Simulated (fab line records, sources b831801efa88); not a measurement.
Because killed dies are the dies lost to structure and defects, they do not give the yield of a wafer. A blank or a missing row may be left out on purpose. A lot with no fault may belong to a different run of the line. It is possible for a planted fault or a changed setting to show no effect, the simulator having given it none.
Code-filled problem report in 8D (eight disciplines) form || flow sfq_line || the parts of the form that need people (team, actions taken, sign-off) are left out

== 1. WHAT WENT WRONG ==
oes_product_au at SFQ_TRILAYER_M1_ETCH_METAL_ETCH_042 reads a mean of 0.809 a.u. on 5 wafers of 2 lots; wafers without a fault read 0.895 a.u. with a standard deviation of 0.0073. That is -12 standard deviations from the usual mean.
The step: etches Nb in Cl2/Ar, stops on SiO2, target depth 240 nm, time 120 s.
First seen on wafer L940.5, day 32 06:44, on rie_metal-04. The record holds 41 wafers of 14 lots with a number at this step. Rule for "out" (also "out of limits"): further than 4 standard deviations from the usual mean. Any other wafer with a number is counted as sound.

== 2. WHAT IT IS, WHAT IT ISN'T ==
{"question": "which readings at this step", "is": "oes_product_au", "is not": "drypump_motor_current_A, he_backside_leak_sccm"}
{"question": "which lots", "is": "L940, L942", "is not": "L925, L926, L927, L928, L933, L934, L937, L938, L939, L941, L943, L947"}
{"question": "which wafers of those lots", "is": "all that have a number", "is not": "-"}
{"question": "read on which tools", "is": "rie_metal-04", "is not": "rie_metal-02, rie_metal-03"}
{"question": "when", "is": "from day 32 06:44", "is not": "up to then (27 sound wafers); but 9 sound wafers of L941, L943, L947 came after"}

== 3. WHAT RULES OUT EACH SUSPECT ==
Counting: any tool at a process step up to the reading is kept as a suspect provided that every lot that is out went through it and no sound lot did after the first of them.
- rie_metal-04 at SFQ_TRILAYER_M1_ETCH_METAL_ETCH_042 (etches Nb in Cl2/Ar, stops on SiO2, target depth 240 nm, time 120 s): kept. It processed each lot that is out, first L940 at day 32 06:44, and no sound lot thereafter; up to then, the last sound lot it processed was L939 at day 31 10:16. Out on those wafers are its own readings of oes_product_au.
After counting, what remains is rie_metal-04 at SFQ_TRILAYER_M1_ETCH_METAL_ETCH_042.

== 4. THE CAUSE (what the simulator had put in) ==
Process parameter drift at SFQ_TRILAYER_M1_ETCH_METAL_ETCH_042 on rie_metal-04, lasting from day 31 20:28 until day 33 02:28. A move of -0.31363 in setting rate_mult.
Only this tool survived the counting.

== 5. THE EFFECT CHAIN, in route order ==
Rows list readings where the struck wafers' mean (over those with a number) sits beyond 3 standard deviations from the usual. Readings are gone through only where the record gives a usual standard deviation; hours: the median, over the lots, of the time from a lot's start at the first step in this table giving one to that lot's start at this step; sigmas: the change measured in usual standard deviations.
{"hours": 0, "step": "SFQ_TRILAYER_M1_ETCH_METAL_ETCH_042", "reading": "oes_product_au", "usual": "0.895 a.u.", "on struck wafers": 0.809, "change": -0.086, "sigmas": -12}
It contains these process steps:
- SFQ_TRILAYER_M1_ETCH_METAL_ETCH_042: etches Nb in Cl2/Ar, stops on SiO2, target depth 240 nm, time 120 s.

== 6. HOW IT WOULD HAVE BEEN CAUGHT EARLIER ==
The fault began at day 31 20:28; the first out-of-limits reading in this record came at day 32 06:44, 10 hours later.
